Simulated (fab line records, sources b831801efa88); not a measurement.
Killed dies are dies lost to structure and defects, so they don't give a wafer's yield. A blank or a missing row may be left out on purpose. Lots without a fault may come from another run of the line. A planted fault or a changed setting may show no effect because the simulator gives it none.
fab line records | flow sky130
record lots=15 wafers=45 last_day=50
route steps=708 shown NWELL@76 VT_ADJUST_LVTN@104 VT_ADJUST_NCORE@123 PAD_OPEN@708
lots that met no fault: from a run of the same line without faults
start_h: hours from the record's first day to the start of the lot's first wafer shown | wait_h: hours since the lot's step before | " the same as in the row above | L1.1+2: a row that stands for several wafers | - no value, or no start given | * or withheld: withheld | < > ~ a bound
route shown NAME@n: a module of which the file shows steps, and the number in the route of the first | usual: mean/standard deviation of fault-free wafers | same: alike in all rows | chamber/n: place in a boat | sites: the reading at each site | _std_site: their standard deviation | _edge_site: outer sites' mean less inner sites' | radius_mm: how far each site lies from the wafer's centre | mask NAME#n: copy n | behind: the tool/chamber that last shaped the wafer | hold: why the lot was held/for how many hours/how that ended | device: the transistor (n, p or np) that didn't switch | end of line: the same wafers' tests at the end of the route | a step without rows: its recipe alone | killed: dies lost to structure and defects at the first sort, not the wafer's yield | map: a wafer's dies, x killed, . not, _ none there
set.NAME: the setting as run; set.NAME@STEP: as run at that earlier step | model.NAME: the simulator's own value behind a step, which no gauge read
steps of the route over a sample of lots; a table a step, a row a wafer
services: from which hour (start_h, from the record's first day; less than 0 if before it) a tool's chamber was out of use, for how many hours, and why
## steps
# step SKY_NWELL_OVL_MEAS_23
# usual NWELL_01_OVL=0.0/1.4
# columns lot.wafer tool chamber start_h wait_h NWELL_01_OVL[nm]
L166.3 overlay-01 - 100.47 - 0.8
L166.5 " - " " 0.2
L166.6 " - " " -0.1
L167.1 overlay-02 - 107.92 - 0.1
L167.5 " - " " 0.9
L167.6 " - " " -1.0
L168.3 overlay-01 - 114.38 - -2.6
L168.4 " - " " 0.0
L168.6 " - " " -0.7
L169.1 overlay-01 - 119.21 - -1.1
L169.2 " - " " -2.0
L169.4 " - " " 0.6
L170.4 overlay-01 - 128.03 - 0.9
L170.5 " - " " 1.6
L170.6 " - " " -0.2
L171.1 overlay-02 - 128.97 - 0.3
L171.2 " - " " 0.7
L171.6 " - " " -0.7
L172.2 overlay-01 - 135.72 - 1.8
L172.3 " - " " 1.6
L172.6 " - " " 2.0
L173.1 overlay-02 - 139.92 - -1.8
L173.2 " - " " -3.1
L173.6 " - " " -0.8
L174.1 overlay-02 - 147.91 - 0.6
L174.2 " - " " -0.9
L174.4 " - " " -0.8
L176.1 overlay-01 - 170.27 - -1.0
L176.2 " - " " 0.2
L176.3 " - " " -0.5
L177.2 overlay-01 - 172.18 - 1.2
L177.4 " - " " 2.1
L177.6 " - " " 0.6
L178.2 overlay-02 - 175.02 - 5.1
L178.3 " - " " 3.2
L178.4 " - " " 3.1
L179.1 overlay-01 - 179.87 - -0.4
L179.5 " - " " -1.8
L179.6 " - " " 0.8
L184.2 overlay-02 - 210.27 - -0.1
L184.3 " - " " 0.0
L184.6 " - " " -0.7
L189.2 overlay-01 - 242.42 - -0.6
L189.3 " - " " 0.9
L189.4 " - " " 1.4
# step SKY_VT_ADJUST_LVTN_OVL_MEAS_07
# usual VT_ADJUST_LVTN_OVL=0.5/1.3
# columns lot.wafer tool chamber start_h wait_h VT_ADJUST_LVTN_OVL[nm]
L166.3 overlay-01 - 137.32 - 1.5
L166.5 " - " " 1.2
L166.6 " - " " 1.4
L167.1 overlay-02 - 144.81 - -0.2
L167.5 " - " " 0.4
L167.6 " - " " 0.1
L168.3 overlay-02 - 152.22 - 0.0
L168.4 " - " " 0.8
L168.6 " - " " 0.5
L169.1 overlay-01 - 157.78 - 1.8
L169.2 " - " " 0.4
L169.4 " - " " 1.5
L170.4 overlay-02 - 166.90 - -0.1
L170.5 " - " " 1.0
L170.6 " - " " 0.5
L171.1 overlay-02 - 167.86 - 1.1
L171.2 " - " " -1.3
L171.6 " - " " 1.1
L172.2 overlay-02 - 175.64 - -0.6
L172.3 " - " " 0.4
L172.6 " - " " 0.4
L173.1 overlay-02 - 180.22 - 2.5
L173.2 " - " " 1.8
L173.6 " - " " 1.2
L174.1 overlay-02 - 189.31 - 1.4
L174.2 " - " " 0.6
L174.4 " - " " 0.6
L176.1 overlay-02 - 212.41 - -2.9
L176.2 " - " " -2.2
L176.3 " - " " -0.6
L177.2 overlay-01 - 215.07 - -0.2
L177.4 " - " " 2.5
L177.6 " - " " 1.2
L178.2 overlay-02 - 217.77 - 0.3
L178.3 " - " " 0.9
L178.4 " - " " -0.4
L179.1 overlay-01 - 223.03 - 0.4
L179.5 " - " " 1.0
L179.6 " - " " 2.0
L184.2 overlay-02 - 254.57 - 1.1
L184.3 " - " " -0.2
L184.6 " - " " 0.1
L189.2 overlay-02 - 291.37 - 0.2
L189.3 " - " " 0.1
L189.4 " - " " -0.6
# step SKY_VT_ADJUST_LVTN_OVL_MEAS_18
# usual VT_ADJUST_LVTN_01_OVL=1.0/1.2
# columns lot.wafer tool chamber start_h wait_h VT_ADJUST_LVTN_01_OVL[nm]
L166.3 overlay-01 - 156.27 0.1 1.2
L166.5 " - " " 1.3
L166.6 " - " " 1.5
L167.1 overlay-02 - 163.68 0.1 -0.5
L167.5 " - " " -0.4
L167.6 " - " " -2.0
L168.3 overlay-01 - 172.77 0.1 0.8
L168.4 " - " " 1.5
L168.6 " - " " 0.7
L169.1 overlay-01 - 179.68 0.1 0.9
L169.2 " - " " 0.5
L169.4 " - " " 0.7
L170.4 overlay-01 - 187.30 0.1 -0.1
L170.5 " - " " 1.8
L170.6 " - " " 1.0
L171.1 overlay-01 - 188.66 0.1 2.1
L171.2 " - " " 0.9
L171.6 " - " " 1.1
L172.2 overlay-02 - 196.42 0.1 0.8
L172.3 " - " " 0.8
L172.6 " - " " 2.1
L173.1 overlay-02 - 200.92 0.1 0.2
L173.2 " - " " 0.8
L173.6 " - " " -1.4
L174.1 overlay-02 - 210.87 0.1 -0.8
L174.2 " - " " -0.4
L174.4 " - " " 2.9
L176.1 overlay-02 - 234.18 0.1 1.2
L176.2 " - " " 2.1
L176.3 " - " " -1.6
L177.2 overlay-01 - 237.22 0.1 1.2
L177.4 " - " " 1.5
L177.6 " - " " 2.2
L178.2 overlay-01 - 239.37 0.1 1.0
L178.3 " - " " 0.3
L178.4 " - " " 0.6
L179.1 overlay-02 - 244.51 0.1 1.2
L179.5 " - " " 2.6
L179.6 " - " " 1.1
L184.2 overlay-02 - 278.12 0.1 0.2
L184.3 " - " " 0.7
L184.6 " - " " -0.6
L189.2 overlay-02 - 315.69 0.1 3.2
L189.3 " - " " 2.2
L189.4 " - " " 3.3
# step SKY_VT_ADJUST_NCORE_EXPOSE_04
# recipe mask_id=LVTN_COMPLEMENT_THIN na=0.6 source_shape=conventional sigma_outer=0.6 polarization=unpolarized target_cd_nm=380 dose_mj=139
# columns lot.wafer tool chamber start_h wait_h mask
L166.3+5+6 iline_stepper-02 0 166.57 - LVTN_COMPLEMENT_THIN#0
L167.1+5+6 iline_stepper-02 0 174.28 - LVTN_COMPLEMENT_THIN#0
L168.3+4+6 iline_stepper-02 0 183.37 - LVTN_COMPLEMENT_THIN#0
L169.1+2+4 iline_stepper-02 0 189.72 - LVTN_COMPLEMENT_THIN#0
L170.4+5+6 iline_stepper-02 0 197.83 - LVTN_COMPLEMENT_THIN#0
L171.1+2+6 iline_stepper-01 0 199.36 - LVTN_COMPLEMENT_THIN#0
L172.2+3+6 iline_stepper-02 0 207.57 - LVTN_COMPLEMENT_THIN#0
L173.1+2+6 iline_stepper-01 0 212.16 - LVTN_COMPLEMENT_THIN#0
L174.1+2+4 iline_stepper-02 0 221.43 - LVTN_COMPLEMENT_THIN#0
L176.1+2+3 iline_stepper-01 0 245.47 - LVTN_COMPLEMENT_THIN#0
L177.2+4+6 iline_stepper-01 0 249.18 - LVTN_COMPLEMENT_THIN#0
L178.2+3+4 iline_stepper-01 0 251.04 - LVTN_COMPLEMENT_THIN#0
L179.1+5+6 iline_stepper-01 0 256.86 - LVTN_COMPLEMENT_THIN#0
L184.2+3+6 iline_stepper-02 0 290.95 - LVTN_COMPLEMENT_THIN#0
L189.2+3+4 iline_stepper-02 0 329.33 - LVTN_COMPLEMENT_THIN#0
# step SKY_VT_ADJUST_NCORE_OVL_MEAS_08
# usual VT_ADJUST_NCORE_OVL=0.5/1.2
# columns lot.wafer tool chamber start_h wait_h hold VT_ADJUST_NCORE_OVL[nm]
L166.3 overlay-01 - 176.79 0.1 - 1.5
L166.5 " - " " - 1.2
L166.6 " - " " - 0.6
L167.1 overlay-01 - 184.24 0.1 - 1.6
L167.5 " - " " - 0.3
L167.6 " - " " - -0.3
L168.3 overlay-02 - 193.44 0.1 - -1.5
L168.4 " - " " - 0.4
L168.6 " - " " - -0.1
L169.1 overlay-01 - 200.88 0.1 - 1.9
L169.2 " - " " - 3.0
L169.4 " - " " - 1.5
L170.4 overlay-02 - 208.42 0.1 - 0.2
L170.5 " - " " - 0.0
L170.6 " - " " - -0.1
L171.1 overlay-02 - 210.65 0.1 - 3.7
L171.2 " - " " - 1.2
L171.6 " - " " - 0.4
L172.2 overlay-01 - 217.21 0.1 - -1.3
L172.3 " - " " - -0.6
L172.6 " - " " - 0.0
L173.1 overlay-02 - 223.09 0.1 - -0.4
L173.2 " - " " - 0.9
L173.6 " - " " - 1.3
L174.1 overlay-02 - 232.15 0.1 - -1.5
L174.2 " - " " - -0.5
L174.4 " - " " - -1.3
L176.1 overlay-02 - 257.59 0.1 await_dispo/0.2h/release -120.5
L176.2 " - " " await_dispo/0.2h/release -122.2
L176.3 " - " " await_dispo/0.2h/release -121.0
L176.1 overlay-02 - 257.79 0.2 - -120.9
L176.2 " - " " - -122.6
L176.3 " - " " - -120.7
L177.2 overlay-02 - 260.91 0.1 await_dispo/0.2h/release -122.9
L177.4 " - " " await_dispo/0.2h/release -122.4
L177.6 " - " " await_dispo/0.2h/release -122.6
L177.2 overlay-02 - 261.11 0.2 - -123.1
L177.4 " - " " - -122.6
L177.6 " - " " - -123.8
L178.2 overlay-01 - 263.16 0.1 await_dispo/0.2h/release -122.1
L178.3 " - " " await_dispo/0.2h/release -121.5
L178.4 " - " " await_dispo/0.2h/release -121.7
L178.2 overlay-01 - 263.36 0.2 - -122.0
L178.3 " - " " - -121.5
L178.4 " - " " - -121.9
L179.1 overlay-02 - 268.89 0.1 await_dispo/0.2h/release -120.8
L179.5 " - " " await_dispo/0.2h/release -121.0
L179.6 " - " " await_dispo/0.2h/release -120.7
L179.1 overlay-02 - 269.09 0.2 - -120.5
L179.5 " - " " - -121.1
L179.6 " - " " - -120.9
L184.2 overlay-02 - 302.65 0.1 - 1.2
L184.3 " - " " - 0.5
L184.6 " - " " - -1.2
L189.2 overlay-02 - 342.55 0.1 - -1.2
L189.3 " - " " - 1.7
L189.4 " - " " - 1.0
# step SKY_PAD_OPEN_PROBE_99
# usual defect_limited_yield=82.5/1.9 killed_at_M0_to_M3=44/6.6 killed_at_M4_up=3.0/2 killed_at_contacts=24/5.1 killed_at_front_end=15/4.1 killed_at_other=0.4/0.62 killed_dies=86/9.3 killed_open=46/6.8 killed_short=40/5.8 sort_bin_3_pad_short=0.8/0.4 sort_bin_5_function=10.3/1.4 sort_bin_6_memory=6.4/1 sort_n_pass=406/9.3 sort_yield_pct=82.5/1.9
# same gross_dies=492 killed_at_back_side=0 sort_bin_4_leakage[%]=0 sort_bin_8_speed[%]=0
# columns lot.wafer tool chamber start_h wait_h defect_limited_yield[%] killed_at_M0_to_M3 killed_at_M4_up killed_at_contacts killed_at_front_end killed_at_other killed_dies killed_open killed_short sort_bin_3_pad_short[%] sort_bin_5_function[%] sort_bin_6_memory[%] sort_n_pass sort_yield_pct[%]
L166.3 prober-02 - 1062.49 0.2 82.3 44 4 23 15 1 87 44 43 0.6 10.8 6.3 405 82.3
L166.5 prober-02 - 1062.59 0.2 81.5 47 7 22 15 0 91 45 46 1.2 10.8 6.5 401 81.5
L166.6 prober-02 - 1062.64 0.2 82.5 39 3 22 21 1 86 41 45 1.2 10.6 5.7 406 82.5
L167.1 prober-01 - 1071.33 0.1 81.5 46 2 29 14 0 91 47 44 1.2 10.6 6.7 401 81.5
L167.5 prober-01 - 1071.53 0.2 81.5 46 8 24 13 0 91 48 43 0.8 11.4 6.3 401 81.5
L167.6 prober-01 - 1071.58 0.2 82.3 41 5 24 17 0 87 42 45 1.0 10.4 6.3 405 82.3
L168.3 prober-02 - 1078.15 0.2 82.1 49 3 22 14 0 88 47 41 0.8 9.8 7.3 404 82.1
L168.4 prober-02 - 1078.20 0.2 82.5 38 4 24 18 2 86 48 38 0.8 11.4 5.3 406 82.5
L168.6 prober-02 - 1078.30 0.2 81.3 44 7 24 17 0 92 48 44 0.4 12.4 5.9 400 81.3
L169.1 prober-01 - 1084.02 0.1 81.9 39 1 32 17 0 89 55 34 1.6 10.0 6.5 403 81.9
L169.2 prober-01 - 1084.07 0.1 85.0 40 2 18 13 1 74 43 30 0.6 8.1 6.3 418 85.0
L169.4 prober-01 - 1084.17 0.2 81.5 42 1 28 19 1 91 50 40 0.8 10.4 7.3 401 81.5
L170.4 prober-02 - 1106.61 0.2 81.1 49 0 27 17 0 93 57 36 1.0 11.4 6.5 399 81.1
L170.5 prober-02 - 1106.66 0.2 80.3 47 3 32 15 0 97 53 42 1.2 13.0 5.5 395 80.3
L170.6 prober-02 - 1106.71 0.2 80.9 46 5 28 15 0 94 47 45 1.0 12.0 6.1 398 80.9
L172.2 prober-01 - 1107.83 0.1 81.7 50 4 20 16 0 90 42 48 1.6 10.2 6.5 402 81.7
L172.3 prober-01 - 1107.88 0.2 80.5 54 3 24 15 0 96 54 40 1.2 11.6 6.7 396 80.5
L172.6 prober-01 - 1108.03 0.2 82.9 33 3 30 18 0 84 51 33 1.0 9.6 6.5 408 82.9
L171.1 prober-02 - 1111.13 0.1 82.9 38 5 25 16 0 84 51 33 1.0 9.1 6.9 408 82.9
L171.2 prober-02 - 1111.18 0.1 88.0 28 0 13 18 0 59 32 27 0.4 7.1 4.5 433 88.0
L171.6 prober-02 - 1111.38 0.2 84.3 39 3 19 16 0 77 45 32 0.4 11.0 4.3 415 84.3
L173.1 prober-01 - 1112.93 0.1 82.3 40 3 26 17 1 87 42 45 0 10.4 7.3 405 82.3
L173.2 prober-01 - 1112.98 0.1 82.9 49 2 16 17 0 84 44 40 0.4 10.8 5.9 408 82.9
L173.6 prober-01 - 1113.18 0.2 83.1 36 2 23 22 0 83 47 36 0.6 11.0 5.3 409 83.1
L174.1 prober-01 - 1116.70 0.1 82.5 38 1 32 15 0 86 42 44 0.6 9.3 7.5 406 82.5
L174.2 prober-01 - 1116.75 0.1 79.7 47 3 30 20 0 100 62 38 0.6 13.4 6.3 392 79.7
L174.4 prober-01 - 1116.85 0.2 83.5 43 2 21 15 0 81 43 38 1.0 10.6 4.9 411 83.5
L184.2 prober-01 - 1169.43 0.1 81.3 45 2 22 23 0 92 43 49 1.6 10.2 6.9 400 81.3
L184.3 prober-01 - 1169.48 0.2 83.1 41 1 26 14 1 83 51 32 0.6 9.8 6.5 409 83.1
L184.6 prober-01 - 1169.63 0.2 85.0 43 4 21 6 0 74 41 33 0.8 8.7 5.5 418 85.0
L189.2 prober-01 - 1191.80 0.1 85.0 32 3 25 13 1 74 36 38 0.6 10.0 4.5 418 85.0
L189.3 prober-01 - 1191.85 0.2 83.5 47 0 26 8 0 81 46 35 0.8 9.8 5.9 411 83.5
L189.4 prober-01 - 1191.90 0.2 82.5 37 5 23 21 0 86 51 34 0.4 8.9 8.1 406 82.5
# killed by level:class
L166.3 VIA1:geometric_particle:open=10 VIA2:geometric_particle:open=10 CONTACT:geometric_particle:open=8 FIELD_ISO:geometric_particle:short=7 METAL1:geometric_particle:short=7 LI_CONTACT:geometric_particle:open=5 METAL2:geometric_particle:short=5 CONTACT:geometric_particle:short=4
L166.5 VIA1:geometric_particle:open=15 CONTACT:geometric_particle:open=8 LI_CONTACT:geometric_particle:open=6 VIA1:geometric_particle:short=6 METAL2:geometric_particle:short=6 POLY_GATE:geometric_particle:open=5 METAL1:geometric_particle:short=5 VIA3:geometric_particle:short=5
L166.6 CONTACT:geometric_particle:open=9 VIA2:geometric_particle:open=9 POLY_GATE:geometric_particle:short=6 VIA1:geometric_particle:short=6 VIA1:geometric_particle:open=5 METAL2:geometric_particle:short=5 FIELD_ISO:geometric_particle:open=4 LI_CONTACT:geometric_particle:short=4
L167.1 CONTACT:geometric_particle:open=11 VIA1:geometric_particle:open=8 LOCAL_INTERCONNECT:geometric_particle:short=8 METAL1:geometric_particle:short=6 VIA2:geometric_particle:open=6 VIA3:geometric_particle:open=6 METAL3:geometric_particle:short=5 POLY_GATE:geometric_particle:short=4
L167.5 VIA2:geometric_particle:open=9 VIA1:geometric_particle:short=8 VIA1:geometric_particle:open=8 CONTACT:geometric_particle:open=7 METAL1:geometric_particle:short=6 POLY_GATE:geometric_particle:open=5 LI_CONTACT:geometric_particle:short=5 LI_CONTACT:geometric_particle:open=5
L167.6 VIA1:geometric_particle:open=13 LOCAL_INTERCONNECT:geometric_particle:short=8 CONTACT:geometric_particle:open=7 FIELD_ISO:geometric_particle:short=6 VIA2:geometric_particle:open=6 LI_CONTACT:geometric_particle:short=4 POLY_GATE:geometric_particle:open=4 METAL4:geometric_particle:short=4
L168.3 VIA1:geometric_particle:open=11 CONTACT:geometric_particle:open=11 POLY_GATE:geometric_particle:short=7 VIA3:geometric_particle:open=7 VIA2:geometric_particle:open=7 METAL1:geometric_particle:short=6 LI_CONTACT:geometric_particle:open=4 VIA1:geometric_particle:short=4
L168.4 VIA1:geometric_particle:open=11 CONTACT:geometric_particle:open=10 METAL2:geometric_particle:short=6 POLY_GATE:geometric_particle:open=5 POLY_GATE:geometric_particle:short=5 LI_CONTACT:geometric_particle:open=5 VIA2:geometric_particle:open=5 VIA3:geometric_particle:open=5
L168.6 CONTACT:geometric_particle:open=9 VIA1:geometric_particle:open=8 METAL2:geometric_particle:short=8 METAL4:geometric_particle:short=7 POLY_GATE:geometric_particle:open=6 CONTACT:geometric_particle:short=6 METAL1:geometric_particle:short=6 VIA3:geometric_particle:open=6
L169.1 VIA1:geometric_particle:open=16 CONTACT:geometric_particle:open=10 FIELD_ISO:geometric_particle:open=8 LI_CONTACT:geometric_particle:open=8 LOCAL_INTERCONNECT:geometric_particle:short=7 VIA1:geometric_particle:short=6 VIA2:geometric_particle:open=4 VIA3:geometric_particle:open=4
L169.2 VIA1:geometric_particle:open=11 CONTACT:geometric_particle:open=8 VIA2:geometric_particle:open=7 VIA3:geometric_particle:open=7 FIELD_ISO:geometric_particle:short=4 POLY_GATE:geometric_particle:short=4 VIA2:geometric_particle:short=4 METAL3:geometric_particle:short=4
L169.4 VIA1:geometric_particle:open=9 CONTACT:geometric_particle:open=9 LI_CONTACT:geometric_particle:open=8 VIA1:geometric_particle:short=8 FIELD_ISO:geometric_particle:open=6 POLY_GATE:geometric_particle:open=6 LOCAL_INTERCONNECT:geometric_particle:short=5 CONTACT:geometric_particle:short=5
L170.4 VIA3:geometric_particle:open=14 VIA1:geometric_particle:open=10 LI_CONTACT:geometric_particle:open=8 CONTACT:geometric_particle:open=7 LOCAL_INTERCONNECT:geometric_particle:short=6 FIELD_ISO:geometric_particle:short=5 POLY_GATE:geometric_particle:open=5 VIA2:geometric_particle:open=5
L170.5 VIA1:geometric_particle:open=14 CONTACT:geometric_particle:open=9 LI_CONTACT:geometric_particle:short=6 VIA2:geometric_particle:open=6 POLY_GATE:geometric_particle:short=5 VIA3:geometric_particle:open=5 LI_CONTACT:geometric_particle:open=5 LOCAL_INTERCONNECT:geometric_particle:short=5
L170.6 VIA1:geometric_particle:short=9 LI_CONTACT:geometric_particle:open=9 VIA1:geometric_particle:open=9 METAL1:geometric_particle:short=7 CONTACT:geometric_particle:open=7 VIA2:geometric_particle:open=7 POLY_GATE:geometric_particle:short=5 VIA3:geometric_particle:open=5
L172.2 METAL2:geometric_particle:short=10 VIA2:geometric_particle:open=9 LI_CONTACT:geometric_particle:open=8 METAL1:geometric_particle:short=7 CONTACT:geometric_particle:open=6 VIA1:geometric_particle:open=6 VIA2:geometric_particle:short=6 FIELD_ISO:geometric_particle:open=4
L172.3 CONTACT:geometric_particle:open=13 VIA1:geometric_particle:open=11 VIA2:geometric_particle:open=11 VIA1:geometric_particle:short=6 VIA3:geometric_particle:open=6 CONTACT:geometric_particle:short=5 VIA2:geometric_particle:short=4 FIELD_ISO:geometric_particle:short=3
L172.6 CONTACT:geometric_particle:open=15 VIA1:geometric_particle:open=11 FIELD_ISO:geometric_particle:open=7 CONTACT:geometric_particle:short=7 LI_CONTACT:geometric_particle:open=5 VIA2:geometric_particle:open=5 FIELD_ISO:geometric_particle:short=4 METAL1:geometric_particle:short=4
L171.1 CONTACT:geometric_particle:open=11 VIA1:geometric_particle:open=10 FIELD_ISO:geometric_particle:open=6 LI_CONTACT:geometric_particle:open=6 VIA1:geometric_particle:short=6 VIA3:geometric_particle:open=6 METAL1:geometric_particle:short=5 LI_CONTACT:geometric_particle:short=4
L171.2 CONTACT:geometric_particle:open=7 VIA1:geometric_particle:open=7 FIELD_ISO:geometric_particle:open=5 POLY_GATE:geometric_particle:open=5 VIA1:geometric_particle:short=5 CONTACT:geometric_particle:short=4 METAL2:geometric_particle:short=3 VIA2:geometric_particle:short=3
L171.6 CONTACT:geometric_particle:open=8 VIA1:geometric_particle:open=8 VIA2:geometric_particle:open=8 VIA3:geometric_particle:open=7 POLY_GATE:geometric_particle:short=5 CONTACT:geometric_particle:short=5 LI_CONTACT:geometric_particle:open=4 METAL1:geometric_particle:short=4
L173.1 VIA1:geometric_particle:open=10 CONTACT:geometric_particle:short=8 LI_CONTACT:geometric_particle:open=7 VIA3:geometric_particle:open=7 CONTACT:geometric_particle:open=6 POLY_GATE:geometric_particle:short=5 METAL3:geometric_particle:short=5 METAL1:geometric_particle:short=4
L173.2 VIA1:geometric_particle:open=13 METAL2:geometric_particle:short=7 VIA2:geometric_particle:open=6 METAL1:geometric_particle:short=5 POLY_GATE:geometric_particle:open=4 LI_CONTACT:geometric_particle:open=4 CONTACT:geometric_particle:open=4 VIA1:geometric_particle:short=4
L173.6 CONTACT:geometric_particle:open=11 VIA1:geometric_particle:open=8 FIELD_ISO:geometric_particle:short=6 VIA1:geometric_particle:short=6 VIA2:geometric_particle:open=6 POLY_GATE:geometric_particle:open=5 LOCAL_INTERCONNECT:geometric_particle:short=5 VIA3:geometric_particle:open=5
L174.1 CONTACT:geometric_particle:open=11 METAL1:geometric_particle:short=8 LI_CONTACT:geometric_particle:open=7 VIA3:geometric_particle:open=7 POLY_GATE:geometric_particle:short=6 VIA1:geometric_particle:open=6 FIELD_ISO:geometric_particle:short=5 CONTACT:geometric_particle:short=5
L174.2 VIA1:geometric_particle:open=14 LI_CONTACT:geometric_particle:open=9 CONTACT:geometric_particle:open=9 METAL1:geometric_particle:short=8 FIELD_ISO:geometric_particle:open=7 LI_CONTACT:geometric_particle:short=6 VIA2:geometric_particle:open=5 VIA3:geometric_particle:open=5
L174.4 VIA1:geometric_particle:open=12 CONTACT:geometric_particle:open=10 VIA1:geometric_particle:short=7 VIA3:geometric_particle:open=6 POLY_GATE:geometric_particle:short=5 METAL1:geometric_particle:short=5 FIELD_ISO:geometric_particle:open=4 METAL2:geometric_particle:short=4
L184.2 CONTACT:geometric_particle:open=10 METAL1:geometric_particle:short=7 POLY_GATE:geometric_particle:open=6 VIA1:geometric_particle:open=6 VIA1:geometric_particle:short=6 VIA3:geometric_particle:open=6 FIELD_ISO:geometric_particle:short=5 LOCAL_INTERCONNECT:geometric_particle:short=5
L184.3 CONTACT:geometric_particle:open=11 VIA2:geometric_particle:open=9 CONTACT:geometric_particle:short=6 METAL1:geometric_particle:short=6 VIA3:geometric_particle:open=6 VIA1:geometric_particle:open=6 POLY_GATE:geometric_particle:open=5 FIELD_ISO:geometric_particle:open=4
L184.6 LI_CONTACT:geometric_particle:open=9 CONTACT:geometric_particle:open=7 METAL1:geometric_particle:short=7 VIA1:geometric_particle:open=7 VIA2:geometric_particle:open=7 METAL2:geometric_particle:short=5 METAL4:geometric_particle:short=4 VIA3:geometric_particle:open=4
L189.2 CONTACT:geometric_particle:short=10 VIA1:geometric_particle:open=8 VIA2:geometric_particle:open=7 CONTACT:geometric_particle:open=6 VIA3:geometric_particle:open=6 POLY_GATE:geometric_particle:short=4 LI_CONTACT:geometric_particle:short=4 FIELD_ISO:geometric_particle:short=3
L189.3 VIA1:geometric_particle:open=11 CONTACT:geometric_particle:open=10 LI_CONTACT:geometric_particle:open=7 VIA2:geometric_particle:open=7 METAL2:geometric_particle:short=6 VIA3:geometric_particle:short=6 CONTACT:geometric_particle:short=5 METAL1:geometric_particle:short=4
L189.4 CONTACT:geometric_particle:open=9 VIA3:geometric_particle:open=8 POLY_GATE:geometric_particle:short=7 POLY_GATE:geometric_particle:open=7 VIA1:geometric_particle:open=7 VIA2:geometric_particle:open=7 LI_CONTACT:geometric_particle:open=5 LOCAL_INTERCONNECT:geometric_particle:short=4
## services
# columns tool chamber start_h hours kind
iline_stepper-01 0 195.51 - calibration
iline_stepper-02 - 213.93 1.6 repair
iline_stepper-01 - 227.40 4.4 pm
iline_stepper-01 - 231.85 1.7 pm
iline_stepper-01 - 239.87 2.1 repair
iline_stepper-02 - 247.70 4.6 repair
iline_stepper-01 - 261.69 17.3 repair
iline_stepper-02 0 283.92 - calibration
iline_stepper-02 - 302.16 2.1 pm
iline_stepper-02 - 304.24 - consumable_replace:lamp
iline_stepper-02 - 304.24 1.7 pm
## key
first_sign step=SKY_VT_ADJUST_NCORE_OVL_MEAS_08 reading=visit direction=added
effect step=SKY_VT_ADJUST_NCORE_OVL_MEAS_08 reading=VT_ADJUST_NCORE_OVL direction=down sigmas=98 usual=0.5 struck=-121.6
met_at SKY_VT_ADJUST_NCORE_EXPOSE_04
struck_lots L176,L177,L178,L179
scrapped_behind SKY_VT_ADJUST_NCORE_OVL_MEAS_08 L176.1,L176.2,L176.3,L177.2,L177.4,L177.6,L178.2,L178.3,L178.4,L179.1,L179.5,L179.6
not_acting_at SKY_NWELL_OVL_MEAS_23,SKY_VT_ADJUST_LVTN_OVL_MEAS_07,SKY_VT_ADJUST_LVTN_OVL_MEAS_18
onset_between 212.16 245.47
fault kind=scanner_matching_overlay tool=iline_stepper-01 chamber=- onset_h=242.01 steps=SKY_VT_ADJUST_NCORE_EXPOSE_04 offset=-122.25
